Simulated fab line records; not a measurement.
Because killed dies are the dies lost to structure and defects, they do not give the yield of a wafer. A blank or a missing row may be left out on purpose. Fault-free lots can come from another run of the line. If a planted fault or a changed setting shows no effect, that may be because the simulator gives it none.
Problem report, 8D (eight disciplines) form, completed by code | flow sky130 | the parts of the form that need people (team, actions taken, sign-off) are left out

1. PROBLEM STATEMENT
Wafers free of any fault read 0.1271 ohm/sq (standard deviation 0.0014) for METAL2_ALCU_RS at SKY_METAL2_RS_MEAS_05, against a mean of 0.1364 ohm/sq on 3 wafers of 2 lots. Relative to the usual mean, that is a shift of +6.6 standard deviations.
The step: measures by four-point-probe.
Seen first at day 37 22:43 on film-metro-01, wafer L371.1. The record holds 42 wafers of 14 lots with a number at this step. Rule for "out", or "out of limits": more than 4 standard deviations from the usual mean. The other wafers with a number count as sound.

2. WHAT IT IS, AND WHAT IT ISN'T
question                    | is                           | is not
which readings at this step | METAL2_ALCU_RS               | -
which lots                  | L371, L373                   | L359, L361, L362, L363, L364, L366, L368, L369, L370, L374, L380, L381
which wafers of those lots  | L371.1, L373.1, L373.6       | L371.3, L371.5, L373.3
read on which gauges        | film-metro-01, film-metro-03 | film-metro-04
when                        | from day 37 22:43            | up to then (29 sound wafers); but 10 sound wafers of L373, L374, L380, L381 came after

3. WHAT RULES OUT EACH SUSPECT
Counting: if a tool at a process step up to the reading ran every lot that is out, it stays a suspect. Sound lots after the first of them don't rule it out here, since some wafers of a struck lot are sound.
- the gauge at SKY_METAL2_RS_MEAS_05 has been ruled out. 2 gauges (film-metro-01, film-metro-03) read the wafers that are out.
- pvd-sputter-04 at SKY_METAL2_SPUTTER_02 (material AlCu, target thk 250 nm, time 13.3 s): kept. It ran every lot that is out, first L371 (day 37 22:37); its last sound lot up to then is L369 (day 37 17:07).
Left after counting: pvd-sputter-04 at SKY_METAL2_SPUTTER_02.

4. THE CAUSE (what the simulator had put in)
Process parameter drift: pvd-sputter-04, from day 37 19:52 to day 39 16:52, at SKY_METAL2_SPUTTER_02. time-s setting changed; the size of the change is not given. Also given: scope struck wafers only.
Counting left only this tool.

5. THE CHAIN OF EFFECTS, in route order
Rows list readings where the struck wafers' mean (over those with a number) sits beyond 3 standard deviations from the usual. Readings are gone through only where the record gives a usual standard deviation; hours: the median, over the lots, of the time from a lot's start at the first step in this table giving one to that lot's start at this step; sigmas: the change measured in usual standard deviations.
hours | step                   | reading         | usual         | on struck wafers | change  | sigmas
0     | SKY_METAL2_RS_MEAS_05  | METAL2_ALCU_RS  | 0.1271 ohm/sq | 0.1364           | +0.0093 | +6.6
0     | SKY_METAL2_THK_MEAS_06 | METAL2_ALCU_THK | 249.5 nm      | 232.9            | -16.6   | -5.7

6. WHAT WOULD HAVE CAUGHT IT SOONER
Counted from the fault's start at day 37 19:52, it took 3 hours until the first out-of-limits reading at a measuring or inspecting step in this record, taken at day 37 22:43.
An alarm limit of 4 standard deviations would not have fired on the tool readings at SKY_METAL2_SPUTTER_02 for which the record gives a usual standard deviation, since none of them was out on any struck wafer.
Lots out: 2; of these, L373 started SKY_METAL2_SPUTTER_02 on pvd-sputter-04 after day 37 22:43. A hold on the tool at that time would have spared it.
